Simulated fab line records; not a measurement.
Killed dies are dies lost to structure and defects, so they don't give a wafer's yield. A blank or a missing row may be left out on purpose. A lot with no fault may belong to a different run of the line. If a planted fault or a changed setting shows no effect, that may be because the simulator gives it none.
Problem report in the 8D (eight disciplines) form, filled by code -- flow sky130 -- the parts of the form that need people (team, actions taken, sign-off) are left out

== 1. WHAT IS WRONG ==
Wafers without a fault read 3000.0 W, standard deviation 0.54; cathode-dc-power-W at SKY_METAL3_SPUTTER_00 reads a mean of 3581.2 W on 6 wafers belonging to 2 lots. That is +99 or more standard deviations from the usual mean.
The step: material Ti, target thk 15 nm, time 10 s.
First observed at day 39 10:42: wafer L334.1, on pvd-sputter-01. Wafers with a number at this step in the record: 18, from 6 lots. The rule behind "out" and "out of limits": a value lying over 4 standard deviations away from the usual mean. Any other wafer with a number is counted as sound.

== 2. WHAT IT IS AND WHAT IT IS NOT ==
question,is,is not
which readings at this step,cathode-dc-power-W,throttle-valve-pct
which lots,"L334, L337","L327, L328, L341, L347"
which wafers of those lots,all that have a number,-
read on which tools,pvd-sputter-01,"pvd-sputter-02, pvd-sputter-03"
when,from day 39 10:42,"up to then (6 sound wafers); but 6 sound wafers of L341, L347 came after"

== 3. WHAT RULES OUT EACH SUSPECT ==
Counting: a tool stays on the suspect list if, at a process step up to the reading, it processed all lots that are out and no sound lot following the first of them.
- plasma-asher-04 at SKY_VIA2_STRIP_16 (strips in O2/N2): kept. It ran every lot that is out, first L334 (day 39 09:26), and no sound lot after that.
- pvd-sputter-03 at SKY_VIA2_SPUTTER_20 (material TiN, target thk 20 nm, time 80 s): ruled out as a lasting fault. After its first lot that is out, L334 (day 39 10:02), sound lots L347 ran on it.
- cvd-w-01 at SKY_VIA2_CVD_21 (deposits W, target thk 420 nm, time 126.4 s): ruled out as a lasting fault. After its first lot that is out, L334 (day 39 10:05), sound lots L347 ran on it.
- pvd-sputter-01 at SKY_METAL3_SPUTTER_00 (material Ti, target thk 15 nm, time 10 s): kept. It processed each lot that is out, first L334 at day 39 10:42, and no sound lot thereafter; up to then, the last sound lot it processed was L327 at day 37 03:44. On those wafers its own readings are out: cathode-dc-power-W.
After counting, plasma-asher-04 at SKY_VIA2_STRIP_16 and pvd-sputter-01 at SKY_METAL3_SPUTTER_00 remain.

== 4. THE CAUSE (what the simulator had put in) ==
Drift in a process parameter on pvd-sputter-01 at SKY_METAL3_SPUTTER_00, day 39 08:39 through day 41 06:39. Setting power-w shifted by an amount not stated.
After counting, 2 suspects remain, this tool included.

== 5. SEQUENCE OF EFFECTS, ordered by route ==
One row per reading whose mean, taken over the struck wafers that have a number, lies over 3 standard deviations from the usual. Readings are gone through only where the record gives a usual standard deviation; hours: the median, over the lots, of the time from a lot's start at the first step in this table giving one to that lot's start at this step; sigmas: the change measured in usual standard deviations.
hours,step,reading,usual,on struck wafers,change,sigmas
0,SKY_METAL3_SPUTTER_00,cathode-dc-power-W,3000.0 W,3581.2,+581.2,+99 or more
It contains these process steps:
- SKY_METAL3_SPUTTER_00: material Ti, target thk 15 nm, time 10 s.

== 6. WHAT WOULD HAVE CAUGHT IT SOONER ==
2 hours passed between the start of the fault at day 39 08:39 and the first reading out of limits in this record, taken at day 39 10:42.
